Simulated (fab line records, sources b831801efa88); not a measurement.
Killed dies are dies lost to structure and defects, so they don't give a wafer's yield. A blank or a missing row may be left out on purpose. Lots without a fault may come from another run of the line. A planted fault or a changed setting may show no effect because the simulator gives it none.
fab line records | flow sky130 | part 2 of 2: steps 25 to 35 of 35
record lots=5 wafers=15 last_day=48
route steps=708 shown POLY_CUT@318 SD_P@320 RES_XHIGH@332 SD_N@342
lots that met no fault: from a run of the same line without faults
start_h: hours from the record's first day to the start of the lot's first wafer shown | wait_h: hours since the lot's step before | " the same as in the row above | L1.1+2: a row that stands for several wafers | - no value, or no start given | * or withheld: withheld | < > ~ a bound
route shown NAME@n: a module of which the file shows steps, and the number in the route of the first | usual: mean/standard deviation of fault-free wafers | same: alike in all rows | chamber/n: place in a boat | sites: the reading at each site | _std_site: their standard deviation | _edge_site: outer sites' mean less inner sites' | radius_mm: how far each site lies from the wafer's centre | mask NAME#n: copy n | behind: the tool/chamber that last shaped the wafer | hold: why the lot was held/for how many hours/how that ended | device: the transistor (n, p or np) that didn't switch | end of line: the same wafers' tests at the end of the route | a step without rows: its recipe alone | killed: dies lost to structure and defects at the first sort, not the wafer's yield | map: a wafer's dies, x killed, . not, _ none there
set.NAME: the setting as run; set.NAME@STEP: as run at that earlier step | model.NAME: the simulator's own value behind a step, which no gauge read
lots at some steps of the route; a table a step, a row a wafer
services: from which hour (start_h, from the record's first day; less than 0 if before it) a tool's chamber was out of use, for how many hours, and why
## steps
# step SKY_SD_N_DEHYDRATE_00
# recipe temp_c=200 time_s=60
# usual resist_line_temp_C=23.02/0.11
# columns lot.wafer tool chamber start_h wait_h resist_line_temp_C
L077.3 litho_track-01 0 648.89 13.6 23.14
L077.4 " 0 " " 23.24
L077.6 " 0 " " 23.01
L080.2 litho_track-01 0 698.06 12.6 23.01
L080.4 " 0 " " 23.06
L080.6 " 0 " " 22.95
L082.2 litho_track-02 0 711.04 13.0 22.99
L082.4 " 0 " " 22.96
L082.5 " 0 " " 22.99
L083.2 litho_track-03 0 715.10 12.7 23.03
L083.3 " 0 " " 22.88
L083.4 " 0 " " 22.95
L087.2 litho_track-02 0 746.89 13.5 23.06
L087.4 " 0 " " 22.93
L087.6 " 0 " " 23.03
# step SKY_SD_N_HMDS_01
# recipe prime_time_s=60 prime_temp_c=120
# usual resist_line_temp_C=23.00/0.11
# columns lot.wafer tool chamber start_h wait_h resist_line_temp_C
L077.3 litho_track-01 0 649.04 0.1 22.89
L077.4 " 0 " " 23.04
L077.6 " 0 " " 23.04
L080.2 litho_track-01 0 698.21 0.1 23.04
L080.4 " 0 " " 23.05
L080.6 " 0 " " 23.00
L082.2 litho_track-02 0 711.19 0.1 22.85
L082.4 " 0 " " 22.95
L082.5 " 0 " " 22.82
L083.2 litho_track-03 0 715.25 0.1 23.01
L083.3 " 0 " " 23.03
L083.4 " 0 " " 23.04
L087.2 litho_track-02 0 747.04 0.1 22.95
L087.4 " 0 " " 23.04
L087.6 " 0 " " 23.00
# step SKY_SD_N_COAT_02
# recipe resist=NOVOLAK spin_rpm=3000 resist_thk_nm=1140
# usual resist_line_temp_C=23.02/0.094
# columns lot.wafer tool chamber start_h wait_h resist_line_temp_C
L077.3 litho_track-01 0 649.19 0.1 22.87
L077.4 " 0 " " 23.05
L077.6 " 0 " " 23.02
L080.2 litho_track-01 0 698.36 0.1 23.00
L080.4 " 0 " " 22.91
L080.6 " 0 " " 22.98
L082.2 litho_track-02 0 711.34 0.1 23.08
L082.4 " 0 " " 23.06
L082.5 " 0 " " 23.06
L083.2 litho_track-03 0 715.40 0.1 23.01
L083.3 " 0 " " 23.04
L083.4 " 0 " " 22.91
L087.2 litho_track-02 0 747.19 0.1 23.04
L087.4 " 0 " " 22.96
L087.6 " 0 " " 23.16
# step SKY_SD_N_SOFTBAKE_03
# recipe temp_c=90 time_s=60 resist=NOVOLAK
# usual resist_line_temp_C=23.01/0.11
# columns lot.wafer tool chamber start_h wait_h resist_line_temp_C
L077.3 litho_track-01 0 649.34 0.1 23.06
L077.4 " 0 " " 23.19
L077.6 " 0 " " 23.07
L080.2 litho_track-01 0 698.51 0.1 23.21
L080.4 " 0 " " 23.30
L080.6 " 0 " " 23.00
L082.2 litho_track-02 0 711.49 0.1 22.79
L082.4 " 0 " " 22.86
L082.5 " 0 " " 22.96
L083.2 litho_track-03 0 715.55 0.1 23.18
L083.3 " 0 " " 23.08
L083.4 " 0 " " 23.10
L087.2 litho_track-02 0 747.34 0.1 23.10
L087.4 " 0 " " 23.14
L087.6 " 0 " " 22.97
# step SKY_SD_N_EXPOSE_04
# recipe mask_id=NSDM na=0.6 source_shape=conventional sigma_outer=0.6 polarization=unpolarized target_cd_nm=380 dose_mj=141
# columns lot.wafer tool chamber start_h wait_h mask
L077.3+4+6 iline_stepper-02 0 - - NSDM#0
L080.2+4+6 iline_stepper-01 0 - - NSDM#0
L082.2+4+5 iline_stepper-02 0 - - NSDM#0
L083.2+3+4 iline_stepper-01 0 - - NSDM#0
L087.2+4+6 iline_stepper-02 0 - - NSDM#0
# step SKY_SD_N_PEB_05
# recipe temp_c=withheld time_s=* resist=NOVOLAK
# usual resist_line_temp_C=*
# columns lot.wafer tool chamber start_h wait_h resist_line_temp_C
L077.3 litho_track-02 0 - - *
L077.4 " 0 " " *
L077.6 " 0 " " *
L080.2 litho_track-01 0 - - *
L080.4 " 0 " " *
L080.6 " 0 " " *
L082.2 litho_track-01 0 - - *
L082.4 " 0 " " *
L082.5 " 0 " " *
L083.2 litho_track-01 0 - - *
L083.3 " 0 " " *
L083.4 " 0 " " *
L087.2 litho_track-01 0 - - *
L087.4 " 0 " " *
L087.6 " 0 " " *
# step SKY_SD_N_DEVELOP_06
# recipe resist=NOVOLAK developer=TMAH develop_time_s=60 dev_temp_c=23
# usual resist_line_temp_C=23.02/0.12
# columns lot.wafer tool chamber start_h wait_h resist_line_temp_C
L077.3 litho_track-02 0 663.26 0.1 23.23
L077.4 " 0 " " 22.99
L077.6 " 0 " " 22.98
L080.2 litho_track-01 0 712.31 0.1 23.15
L080.4 " 0 " " 23.21
L080.6 " 0 " " 23.26
L082.2 litho_track-01 0 724.66 0.1 22.92
L082.4 " 0 " " 22.92
L082.5 " 0 " " 22.75
L083.2 litho_track-01 0 729.31 0.1 23.05
L083.3 " 0 " " 22.91
L083.4 " 0 " " 23.05
L087.2 litho_track-01 0 761.01 0.1 22.91
L087.4 " 0 " " 23.12
L087.6 " 0 " " 23.07
# step SKY_SD_N_CD_MEAS_07
# recipe target_cd_nm=380
# usual cd_nm=380.4/2.7
# columns lot.wafer tool chamber start_h wait_h cd_nm
L077.3 cd_sem-01 - 663.40 0.1 382.8
L077.4 " - " " 384.1
L077.6 " - " " 380.7
L080.2 cd_sem-01 - 712.46 0.1 383.5
L080.4 " - " " 383.4
L080.6 " - " " 380.0
L082.2 cd_sem-01 - 724.81 0.1 380.7
L082.4 " - " " 381.5
L082.5 " - " " 378.7
L083.2 cd_sem-02 - 729.46 0.1 380.2
L083.3 " - " " 377.3
L083.4 " - " " 380.0
L087.2 cd_sem-01 - 761.16 0.1 382.5
L087.4 " - " " 382.4
L087.6 " - " " 379.9
# step SKY_SD_N_OVL_MEAS_08
# usual SD_N_OVL=1.0/1.3
# columns lot.wafer tool chamber start_h wait_h SD_N_OVL[nm]
L077.3 overlay-02 - 663.49 0.1 2.0
L077.4 " - " " 0.3
L077.6 " - " " -0.4
L080.2 overlay-01 - 712.56 0.1 0.4
L080.4 " - " " 2.4
L080.6 " - " " 0.8
L082.2 overlay-01 - 724.91 0.1 1.3
L082.4 " - " " 0.4
L082.5 " - " " -0.4
L083.2 overlay-01 - 729.56 0.1 2.7
L083.3 " - " " 1.7
L083.4 " - " " 0.0
L087.2 overlay-02 - 761.26 0.1 1.8
L087.4 " - " " 0.7
L087.6 " - " " 0.8
# step SKY_SD_N_IMPLANT_09
# recipe species=As energy_kev=50 dose_cm2=4e+15 tilt_deg=0
# usual beam_energy_keV=50.002/0.014
# same implant_ion_amu=75
# columns lot.wafer tool chamber start_h wait_h beam_energy_keV
L077.3 implanter-04 0 663.57 0.1 49.983
L077.4 " 0 " " 50.018
L077.6 " 0 " " 50.019
L080.2 implanter-02 0 712.62 0.0 50.004
L080.4 " 0 " " 50.008
L080.6 " 0 " " 49.993
L082.2 implanter-04 0 724.97 0.0 49.986
L082.4 " 0 " " 49.999
L082.5 " 0 " " 49.990
L083.2 implanter-02 0 729.62 0.0 49.996
L083.3 " 0 " " 50.015
L083.4 " 0 " " 50.024
L087.2 implanter-02 0 761.32 0.0 49.974
L087.4 " 0 " " 49.976
L087.6 " 0 " " 49.988
# step SKY_SD_N_IMPLANT_10
# recipe species=P energy_kev=20 dose_cm2=1e+14 tilt_deg=0
# usual beam_energy_keV=20.001/0.0061
# same implant_ion_amu=31
# columns lot.wafer tool chamber start_h wait_h beam_energy_keV
L077.3 implanter-04 0 663.72 0.1 20.002
L077.4 " 0 " " 19.992
L077.6 " 0 " " 20.002
L080.2 implanter-02 0 712.77 0.1 19.993
L080.4 " 0 " " 19.995
L080.6 " 0 " " 19.999
L082.2 implanter-04 0 725.12 0.1 20.012
L082.4 " 0 " " 19.994
L082.5 " 0 " " 20.006
L083.2 implanter-02 0 729.77 0.1 20.001
L083.3 " 0 " " 20.000
L083.4 " 0 " " 20.001
L087.2 implanter-02 0 761.47 0.1 19.997
L087.4 " 0 " " 19.985
L087.6 " 0 " " 19.991
## services
# columns tool chamber start_h hours kind
implanter-02 - 568.68 1.0 repair
implanter-04 - 592.75 2.4 repair
iline_stepper-02 - 602.57 10.5 repair
iline_stepper-02 - 619.68 4.4 repair
rie_diel-01 3 620.35 4.1 repair
implanter-02 - 623.79 3.9 repair
plasma_asher-02 - 625.56 10.3 pm
rie_diel-01 3 626.56 2.4 repair
iline_stepper-02 - 640.00 1.7 pm
iline_stepper-01 - 642.17 24.6 repair
implanter-04 - 651.08 8.6 pm
implanter-03 - 659.05 4.1 pm
rie_diel-01 0 664.77 21.4 repair
implanter-03 - 667.31 3.3 repair
plasma_asher-04 - 667.72 1.7 repair
implanter-04 - 683.55 4.2 pm
implanter-03 - 712.30 0.5 repair
iline_stepper-02 - 713.85 4.4 pm
rie_diel-01 2 721.83 3.8 repair
plasma_asher-01 - 733.75 9.0 pm
implanter-03 - 740.62 3.2 repair
iline_stepper-01 - 741.25 1.7 pm
plasma_asher-02 - 751.96 3.3 repair
implanter-02 - 754.97 3.0 repair
